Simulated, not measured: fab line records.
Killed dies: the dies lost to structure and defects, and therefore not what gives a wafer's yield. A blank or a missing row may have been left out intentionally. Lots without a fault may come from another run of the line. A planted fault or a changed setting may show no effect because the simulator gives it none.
What tool caused it? | flow sky130 | 6 lots, 18 wafers sampled, at 1 step of a route of 708

WHAT THE GAUGES READ, wafer by wafer
SKY_VT_ADJUST_PCH_OVL_MEAS_07.
lot  | measured     | on         | VT_ADJUST_PCH_OVL (nm)
L960 | day 10 14:53 | overlay-02 | -0.5 -0.4 0.0
L962 | day 10 23:58 | overlay-02 | 0.7 0.9 1.1
L966 | day 12 08:01 | overlay-01 | 0.4 -0.3 0.6
L976 | day 15 13:08 | overlay-02 | -1.6 -1.2 0.6
L980 | day 16 15:31 | overlay-01 | 1.1 -0.9 0.0
L982 | day 18 09:02 | overlay-02 | -0.6 -1.7 1.4

EACH LOT AND THE TOOL THAT RAN IT (in order: tool; ch and the chambers of the sampled wafers; start)
The record holds no process step before these readings.

THE ANSWER, worked out from the rows above alone
Rule: what is usual is taken from the lots themselves. The widest of any qualifying gaps counts: lots, ordered by their means at a reading, are off when they make up no more than a third of the lots, leave a main group of 4 or more, and stand apart from it by 3 or more times the standard deviation of that group's means. A main group is skipped when, at the precision printed for the reading in the tables above, its means are all equal. A lot without any number at a reading at which 4 lots or more have one is off too. Any other lot the step has rows for is counted as sound.
No lot is off on any of the readings shown, so nothing can be concluded from this.

WHAT THE SIMULATOR HAD PUT IN
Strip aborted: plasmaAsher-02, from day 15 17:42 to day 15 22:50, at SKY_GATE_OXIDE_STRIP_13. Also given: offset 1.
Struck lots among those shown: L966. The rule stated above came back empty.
